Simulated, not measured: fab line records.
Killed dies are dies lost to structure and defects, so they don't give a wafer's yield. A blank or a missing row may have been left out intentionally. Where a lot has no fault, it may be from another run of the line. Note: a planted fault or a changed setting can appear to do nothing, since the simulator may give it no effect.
Comparing a struck lot with a sound one || flow gf180mcu || 43 steps out of a route of 602
Sound: these wafers, L450.2, L450.5, L450.6. Wafers L457.2, L457.4, L457.6 were the ones struck. The cause is given at the end.
Per side, at each step with rows, come the tool, then ch with its chambers, and then its first start. Under that, the readings that differ: sound wafers || struck wafers || difference of the means || sigmas: that difference in standard deviations of wafers without a fault.
alike: readings whose means differ by less than 2 such deviations, and words and numbers that are the same on both sides. not compared: withheld readings, readings that some wafer has no value for, bounds like >300 that may hide the same value, and numbers for which the record gives no deviation and whose values overlap.
Wherever a step has rows on one side only, a row that says differs or no value, or a row with sigmas, the two part there. Non-overlapping numbers with no deviation appear without sigmas and do not part them. A reading missing from all wafers of one side parts the sides only when that side holds two or more wafers.

first, 5 steps without rows for these wafers: GF_SAB_ETCH_11 (etches SiO2 in C4F8/O2/Ar, target depth 55 nm, time 8.5 s); GF_SAB_WET_ETCH_12 (etches SiO2 in dHF, target depth 22 nm, time 447.9 s); GF_SAB_STRIP_13 (strips in O2/N2); GF_SALICIDE_CLEAN_00 (cleans in SC1/SC2, time 150 s); GF_SALICIDE_WET_ETCH_01 (etches SiO2 in dHF, target depth 5 nm, time 100 s).
GF_SALICIDE_SPUTTER_02: material Co, target thk 10 nm, time 20 s.
  sound on pvd_sputter-03, day 17 03:38; struck on pvd_sputter-03, day 19 23:14
  alike: throttle_valve_pct
then, 1 step without rows for these wafers: GF_SALICIDE_SPUTTER_03 (material TiN, target thk 20 nm, time 16.7 s).
GF_SALICIDE_RS_MEAS_04: a four-point-probe measurement.
  sound on film_metro-02, day 17 03:43; struck on film_metro-04, day 19 23:19
  alike: SALICIDE_TIN_RS
GF_SALICIDE_THK_MEAS_05: measures by xrf.
  sound on film_metro-02, day 17 03:49; struck on film_metro-04, day 19 23:26
  alike: SALICIDE_TIN_THK
GF_SALICIDE_RTA_06: time 30 s.
  sound on rtp_anneal-02 ch 0, day 17 03:53; struck on rtp_anneal-01 ch 0, day 19 23:29
  alike: lamp_power_pct, wafer_temp_C_max
then, 2 steps without rows for these wafers: GF_SALICIDE_WET_ETCH_07 (etches the open film in SPM, target depth 120 nm); GF_SALICIDE_RTA_08 (time 30 s).
GF_CONTACT_CVD_00: deposits SiO2, target thk 300 nm, time 50 s.
  sound on hdpcvd-01 ch 0,1,2, day 17 04:10; struck on hdpcvd-01 ch 1,2, day 19 23:46
GF_CONTACT_THK_MEAS_01:
  sound on film_metro-01, day 17 04:13; struck on film_metro-02, day 19 23:49
  alike: CONTACT_CVD_00_THK
then, 1 step without rows for these wafers: GF_CONTACT_CVD_02 (deposits SiO2 from TEOS, target thk 860 nm, time 95.992 s).
GF_CONTACT_THK_MEAS_03:
  sound on film_metro-01, day 17 04:21; struck on film_metro-04, day 19 23:57
  alike: CONTACT_CVD_02_THK
then, 1 step without rows for these wafers: GF_CONTACT_CMP_04 (polishes SiO2).
GF_CONTACT_BOW_MEAS_05:
  sound on film_metro-01, day 17 04:43; struck on film_metro-04, day 20 00:19
  alike: CONTACT_BOW
then, 8 steps without rows for these wafers: GF_CONTACT_DEHYDRATE_06 (time 60 s); GF_CONTACT_HMDS_07 (prime time 60 s); GF_CONTACT_COAT_08; GF_CONTACT_COAT_09 (resist thk 1000 nm); GF_CONTACT_SOFTBAKE_10 (time 60 s); GF_CONTACT_EXPOSE_11 (exposes mask Contact, target cd 220 nm); GF_CONTACT_PEB_12 (peb time 90 s); GF_CONTACT_DEVELOP_13 (develop time 60 s).
GF_CONTACT_CD_MEAS_14: the cd target is 220 nm.
  sound on cd_sem-01, day 18 04:07; struck on cd_sem-01, day 21 00:55
  alike: cd_nm
GF_CONTACT_OVL_MEAS_15:
  sound on overlay-02, day 18 04:13; struck on overlay-01, day 21 01:01
  alike: CONTACT_OVL
then, 6 steps without rows for these wafers: GF_CONTACT_ETCH_16 (etches BARC in N2/H2); GF_CONTACT_ETCH_17 (etches SiO2 in C4F8/O2/Ar, stops on CoSi2, target depth 860 nm); GF_CONTACT_STRIP_18 (strips in O2/N2); GF_CONTACT_CLEAN_19 (cleans in SPM); GF_CONTACT_CLEAN_20 (cleans in DIW); GF_CONTACT_CLEAN_21 (cleans in dHF, time 20 s).
GF_CONTACT_SPUTTER_22: material Ti, target thk 15 nm, time 80.02 s.
  sound on pvd_sputter-02, day 18 04:43; struck on pvd_sputter-04, day 21 01:31
{"reading": "throttle_valve_pct (%)", "sound": "30.0 28.7 29.5", "struck": "30.4 33.4 33.7", "difference": "+3.1", "sigmas": "+2"}
then, 2 steps without rows for these wafers: GF_CONTACT_SPUTTER_23 (material TiN, target thk 10 nm, time 40 s); GF_CONTACT_CVD_24 (deposits W, target thk 300 nm, time 90.339 s).
GF_CONTACT_RS_MEAS_25: a four-point-probe measurement.
  sound on film_metro-02, day 18 04:56; struck on film_metro-04, day 21 01:44
  alike: CONTACT_W_RS
GF_CONTACT_THK_MEAS_26: measures by xrf.
  sound on film_metro-02, day 18 05:03; struck on film_metro-04, day 21 01:50
  alike: CONTACT_W_THK
then, 1 step without rows for these wafers: GF_CONTACT_CMP_27 (polishes, stops on SiO2, t overpolish 15.91 s, target thk 0 nm).
GF_M1_SPUTTER_00: material Ti, target thk 37.5 nm, time 150 s.
  sound on pvd_sputter-03, day 18 05:24; struck on pvd_sputter-01, day 21 02:11
  alike: throttle_valve_pct
GF_M1_SPUTTER_01: material TiN, target thk 30 nm, time 25 s.
  sound on pvd_sputter-03, day 18 05:30; struck on pvd_sputter-01, day 21 02:17
  alike: throttle_valve_pct
-- the record jumps here: 12 days lie between the struck wafers' starts before and after (it left off in module M1 and takes up again in module PASSIVATION, whose first step shown is number 602 of the route) --
GF_PASSIVATION_PROBE_99:
  record: rows for the struck wafers here (prober-02, day 33 00:49), none for the sound ones

== WHERE THEY PART ==
Last at GF_PASSIVATION_PROBE_99 as far as this record goes, first at GF_CONTACT_SPUTTER_22.

WHY: what had been put in by the simulator
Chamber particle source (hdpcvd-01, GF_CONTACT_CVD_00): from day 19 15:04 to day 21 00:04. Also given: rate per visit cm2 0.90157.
